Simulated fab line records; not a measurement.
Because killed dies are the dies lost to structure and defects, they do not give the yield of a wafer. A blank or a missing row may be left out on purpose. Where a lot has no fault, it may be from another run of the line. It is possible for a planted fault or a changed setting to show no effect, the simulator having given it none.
What tool caused it? :: flow gf180mcu :: 11 lots, 33 wafers sampled, at 4 steps of a route of 602

WHAT THE GAUGES READ, wafer by wafer
GF_HV_LDD_CD_MEAS_07 targets a cd of 400 nm.
lot: L590
measured: day 10 16:32
on: cd_sem-02
cd_nm (nm): 392.6 393.1 393.2

lot: L598
measured: day 14 02:31
on: cd_sem-02
cd_nm (nm): 319.8 320.5 322.5 319.6 320.4 322.2

lot: L600
measured: day 14 04:46
on: cd_sem-02
cd_nm (nm): 397.1 398.9 395.2

lot: L602
measured: day 14 23:07
on: cd_sem-02
cd_nm (nm): 402.5 402.1 400.9

lot: L604
measured: day 15 09:35
on: cd_sem-01
cd_nm (nm): 398.7 400.8 398.9

lot: L603
measured: day 15 10:35
on: cd_sem-01
cd_nm (nm): 402.3 400.8 401.6

lot: L605
measured: day 15 15:52
on: cd_sem-02
cd_nm (nm): 398.2 399.7 399.9

lot: L607
measured: day 16 00:22
on: cd_sem-01
cd_nm (nm): 401.6 401.1 401.7

lot: L606
measured: day 16 06:10
on: cd_sem-02
cd_nm (nm): 397.7 397.3 400.2

lot: L608
measured: day 16 12:31
on: cd_sem-02
cd_nm (nm): 400.9 398.1 400.0

lot: L609
measured: day 16 17:42
on: cd_sem-01
cd_nm (nm): 398.9 398.8 399.8

TOOL THAT RAN EACH LOT (tool first, then ch and the chambers of the sampled wafers, then the start)
lot: L590
GF_LVPWELL_STRIP_10: plasma_asher-01 ch 0,1, day 4 12:45
GF_VT_IMPLANT_STRIP_31: plasma_asher-03 ch 0,1, day 7 10:42
GF_HV_LDD_EXPOSE_04: iline_stepper-01 ch 0, day 10 08:07

lot: L598
GF_LVPWELL_STRIP_10: plasma_asher-04 ch 0,1, day 7 02:10
GF_VT_IMPLANT_STRIP_31: plasma_asher-02 ch 0,1, day 10 13:37
GF_HV_LDD_EXPOSE_04: iline_stepper-02 ch 0, day 13 16:29

lot: L600
GF_LVPWELL_STRIP_10: plasma_asher-01 ch 0,1, day 7 02:49
GF_VT_IMPLANT_STRIP_31: plasma_asher-03 ch 0,1, day 10 15:51
GF_HV_LDD_EXPOSE_04: iline_stepper-02 ch 0, day 13 19:20

lot: L602
GF_LVPWELL_STRIP_10: plasma_asher-01 ch 1, day 7 17:04
GF_VT_IMPLANT_STRIP_31: plasma_asher-03 ch 0,1, day 11 06:51
GF_HV_LDD_EXPOSE_04: iline_stepper-01 ch 0, day 14 12:59

lot: L604
GF_LVPWELL_STRIP_10: plasma_asher-04 ch 0,1, day 7 23:27
GF_VT_IMPLANT_STRIP_31: plasma_asher-03 ch 0,1, day 11 14:54
GF_HV_LDD_EXPOSE_04: iline_stepper-02 ch 0, day 14 22:42

lot: L603
GF_LVPWELL_STRIP_10: plasma_asher-03 ch 0,1, day 7 23:48
GF_VT_IMPLANT_STRIP_31: plasma_asher-03 ch 0,1, day 11 15:58
GF_HV_LDD_EXPOSE_04: iline_stepper-01 ch 0, day 15 00:04

lot: L605
GF_LVPWELL_STRIP_10: plasma_asher-03 ch 0,1, day 8 03:34
GF_VT_IMPLANT_STRIP_31: plasma_asher-02 ch 1, day 11 20:39
GF_HV_LDD_EXPOSE_04: iline_stepper-02 ch 0, day 15 05:08

lot: L607
GF_LVPWELL_STRIP_10: plasma_asher-01 ch 0,1, day 8 12:31
GF_VT_IMPLANT_STRIP_31: plasma_asher-03 ch 0,1, day 12 06:46
GF_HV_LDD_EXPOSE_04: iline_stepper-01 ch 0, day 15 13:44

lot: L606
GF_LVPWELL_STRIP_10: plasma_asher-03 ch 0,1, day 8 14:53
GF_VT_IMPLANT_STRIP_31: plasma_asher-03 ch 0,1, day 12 08:42
GF_HV_LDD_EXPOSE_04: iline_stepper-02 ch 0, day 15 19:01

lot: L608
GF_LVPWELL_STRIP_10: plasma_asher-03 ch 1, day 8 22:34
GF_VT_IMPLANT_STRIP_31: plasma_asher-01 ch 0,1, day 12 17:58
GF_HV_LDD_EXPOSE_04: iline_stepper-01 ch 0, day 16 01:32

lot: L609
GF_LVPWELL_STRIP_10: plasma_asher-03 ch 0,1, day 9 01:52
GF_VT_IMPLANT_STRIP_31: plasma_asher-01 ch 0,1, day 12 22:01
GF_HV_LDD_EXPOSE_04: iline_stepper-01 ch 0, day 16 07:26
- GF_LVPWELL_STRIP_10: strips in O2/N2.
- GF_VT_IMPLANT_STRIP_31: strips in O2/N2.
- GF_HV_LDD_EXPOSE_04: exposes mask Nplus LV AREA, target cd 400 nm.

THE ANSWER, worked out from the rows above alone
Rule: what is usual is taken from the lots themselves. The widest of any qualifying gaps counts: lots, ordered by their means at a reading, are off when they make up no more than a third of the lots, leave a main group of 4 or more, and stand apart from it by 3 or more times the standard deviation of that group's means. The tables above print the reading to a certain number of digits; a main group whose means all agree to those digits is not used. A lot without any number at a reading at which 4 lots or more have one is off too. Any other lot the step has rows for is counted as sound.
Off: L598, at GF_HV_LDD_CD_MEAS_07 (cd_nm). The main group: mean 399.1 nm, standard deviation 2.5.
If a tool, at a process step before that reading, ran all the lots that are off and no sound lot after the first of them, it fits. Gauges at GF_HV_LDD_CD_MEAS_07: tried the same way as those tools. No candidate that was tried fits.

WHAT THE SIMULATOR PUT IN
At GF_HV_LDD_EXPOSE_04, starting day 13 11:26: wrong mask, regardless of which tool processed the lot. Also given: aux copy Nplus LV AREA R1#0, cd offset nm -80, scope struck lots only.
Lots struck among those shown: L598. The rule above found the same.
